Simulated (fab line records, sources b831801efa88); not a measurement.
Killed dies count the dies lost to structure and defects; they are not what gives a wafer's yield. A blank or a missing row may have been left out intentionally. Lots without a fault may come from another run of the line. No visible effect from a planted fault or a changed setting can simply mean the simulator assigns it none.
Which tool is to blame?	flow gf180mcu	Sampling: 14 lots, 42 wafers, 5 of 602 route steps

== WHAT THE GAUGES READ, wafer by wafer ==
GF_MVPSD_OVL_MEAS_07. Usual: MVPSD_OVL typically reads -0.4 nm, with standard deviation 1.3.
lot	measured	on	MVPSD_OVL (nm)	flag
L178	day 5 01:29	overlay-02	-2.0 -3.0 -3.7	
L179	day 5 06:28	overlay-01	-0.5 1.0 -0.2	
L181	day 5 15:28	overlay-01	0.0 1.0 -1.0	
L182	day 5 23:13	overlay-01	0.6 0.0 -0.4	
L183	day 6 04:31	overlay-02	-0.9 -1.0 -1.0	
L184	day 6 11:29	overlay-01	-1.3 -0.7 -1.8	
L185	day 6 18:06	overlay-02	-2.0 -2.3 -1.9	
L186	day 6 23:44	overlay-02	-130.6 -130.9 -131.0	OFF
L189	day 7 18:39	overlay-02	-131.1 -130.5 -130.7	OFF
L190	day 7 23:33	overlay-02	-0.5 -0.7 0.0	
L196	day 9 11:07	overlay-02	0.4 1.2 0.5	
L197	day 9 17:27	overlay-01	-0.7 0.5 -0.8	
L198	day 10 00:54	overlay-01	0.5 1.7 0.2	
L201	day 10 18:16	overlay-01	-0.4 -1.9 -0.3	

GF_CONTACT_THK_MEAS_26: measures by xrf. Usual: CONTACT_W_THK typically reads 302 nm, with standard deviation 3.4.
lot	measured	on	CONTACT_W_THK (nm)	flag
L178	day 16 00:43	filmMetro-02	306 305 304	
L179	day 16 11:23	filmMetro-02	309 305 305	
L181	day 16 19:08	filmMetro-04	299 303 300	
L182	day 17 10:39	filmMetro-04	303 304 302	
L183	day 17 18:55	filmMetro-03	300 305 303	
L184	day 18 05:23	filmMetro-03	297 296 295	
L185	day 18 16:11	filmMetro-04	303 303 303	
L186	day 19 03:51	filmMetro-04	308 304 308	
L189	day 20 13:08	filmMetro-02	302 304 305	
L190	day 20 13:24	filmMetro-04	295 301 301	
L196	day 22 17:50	filmMetro-03	299 301 299	
L197	day 22 22:54	filmMetro-04	299 298 302	
L198	day 23 08:51	filmMetro-02	307 301 303	
L201	day 24 04:55	filmMetro-04	295 296 297	

== WHAT TOOL EACH LOT RAN ON (gives the tool, then ch and the chambers of the sampled wafers, and finally the start) ==
lot	GF_MVPSD_EXPOSE_04	GF_SALICIDE_SPUTTER_03	GF_CONTACT_ETCH_17
L178	ilineStepper-02 ch 0, day 4 18:30	pvdSputter-01, day 15 01:08	rieDiel-01 ch 0,1,3, day 16 00:43 or earlier
L179	ilineStepper-02 ch 0, day 4 23:37	pvdSputter-04, day 15 11:14	rieDiel-03 ch 0,2, day 16 11:23 or earlier
L181	ilineStepper-02 ch 0, day 5 08:13	pvdSputter-04, day 15 19:25	rieDiel-01 ch 0,1,2, day 16 19:08 or earlier
L182	ilineStepper-02 ch 0, day 5 16:43	pvdSputter-04, day 16 10:23	rieDiel-01 ch 0,1,2, day 17 10:39 or earlier
L183	ilineStepper-01 ch 0, day 5 21:20	pvdSputter-03, day 16 18:02	rieDiel-04 ch 0,1,2, day 17 18:55 or earlier
L184	ilineStepper-02 ch 0, day 6 04:35	pvdSputter-01, day 17 04:34	rieDiel-03 ch 0,3, day 18 05:23 or earlier
L185	ilineStepper-01 ch 0, day 6 10:55	pvdSputter-03, day 17 14:54	rieDiel-01 ch 1,3, day 18 16:11 or earlier
L186	ilineStepper-01 ch 0, day 6 15:44	pvdSputter-01, day 18 01:49	rieDiel-03 ch 0,1,3, day 19 03:51 or earlier
L189	ilineStepper-01 ch 0, day 7 11:02	pvdSputter-01, day 19 10:16	rieDiel-01 ch 0,2,3, day 20 13:08 or earlier
L190	ilineStepper-02 ch 0, day 7 15:59	pvdSputter-04, day 19 10:33	rieDiel-03 ch 1,2,3, day 20 13:24 or earlier
L196	ilineStepper-02 ch 0, day 9 02:52	pvdSputter-04, day 21 16:39	rieDiel-01 ch 0,1,2, day 22 17:50 or earlier
L197	ilineStepper-02 ch 0, day 9 08:55	pvdSputter-03, day 21 21:07	rieDiel-04 ch 1,3, day 22 22:54 or earlier
L198	ilineStepper-02 ch 0, day 9 16:08	pvdSputter-04, day 22 07:26	rieDiel-03 ch 0,1,3, day 23 08:51 or earlier
L201	ilineStepper-02 ch 0, day 10 09:46	pvdSputter-03, day 23 04:40	rieDiel-03 ch 0,2,3, day 24 04:55 or earlier
- GF_MVPSD_EXPOSE_04: exposes mask MVPSD, target cd 1000 nm.
- GF_SALICIDE_SPUTTER_03: material TiN, target thk 20 nm, time 16.7 s.
- GF_CONTACT_ETCH_17: etches SiO2 in C4F8/O2/Ar, stops on CoSi2, target depth 860 nm.

== WHAT THE TOOLS THEMSELVES READ (means of the sampled wafers that have a number; where no wafer has one, the mark that the record gives instead) ==
GF_SALICIDE_SPUTTER_03. Usual: throttleValvePct reads 30.0 % (standard deviation 1.2).
lot	tool	throttleValvePct (%)	flag
L178	pvdSputter-01	30.8	
L179	pvdSputter-04	30.5	
L181	pvdSputter-04	30.3	
L182	pvdSputter-04	29.6	
L183	pvdSputter-03	30.5	
L184	pvdSputter-01	30.2	
L185	pvdSputter-03	30.4	
L186	pvdSputter-01	30.2	
L189	pvdSputter-01	30.8	
L190	pvdSputter-04	29.0	
L196	pvdSputter-04	29.1	
L197	pvdSputter-03	30.1	
L198	pvdSputter-04	29.2	
L201	pvdSputter-03	30.5	

GF_CONTACT_ETCH_17. Usual: biasW 1200 W, standard deviation 3.5; oesProductAu 0.813 a.u., standard deviation 0.0047.
lot	tool	biasW (W)	oesProductAu (a.u.)	flag
L178	rieDiel-01	1198	0.810	
L179	rieDiel-03	1204	0.809	
L181	rieDiel-01	1199	0.812	
L182	rieDiel-01	1195	0.808	
L183	rieDiel-04	1199	0.815	
L184	rieDiel-03	1200	0.814	
L185	rieDiel-01	1200	0.806	
L186	rieDiel-03	1200	0.815	
L189	rieDiel-01	1202	0.813	
L190	rieDiel-03	1200	0.808	
L196	rieDiel-01	1194	0.816	
L197	rieDiel-04	1197	0.811	
L198	rieDiel-03	1203	0.810	
L201	rieDiel-03	1199	0.817	

== THE ANSWER, worked out from the rows above alone ==
Rule: take the mean of a lot's wafers that have a number; if it is more than 3 standard deviations from the usual mean, the lot is off. A lot without any number at a reading at which 4 lots or more have one is off too. Any other lot the step has rows for is counted as sound. After the gauges, taken in route order, come the tools' own readings; for these a lot's mean is taken, as printed above. The first step at which some lot is off is used, and at that step the reading that is off furthest; a lot without a number counts as furthest.
Off: L186, L189, at GF_MVPSD_OVL_MEAS_07 (MVPSD_OVL).
A tool fits if, at a process step before that reading, it ran every lot that is off, and no sound lot after the first of them. Those tools and the gauges at GF_MVPSD_OVL_MEAS_07 are tried in the same way. One candidate fits, namely ilineStepper-01 at GF_MVPSD_EXPOSE_04. Its last sound lot is L185 (day 6 10:55), its first lot that is off L186 (day 6 15:44): a fault that began between those two fits.

== WHAT THE SIMULATOR PUT IN ==
Scanner matching overlay: ilineStepper-01, from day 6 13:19 on, at GF_MVPSD_EXPOSE_04. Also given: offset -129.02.
Lots struck among those shown: L186, L189. Same finding as the rule above.
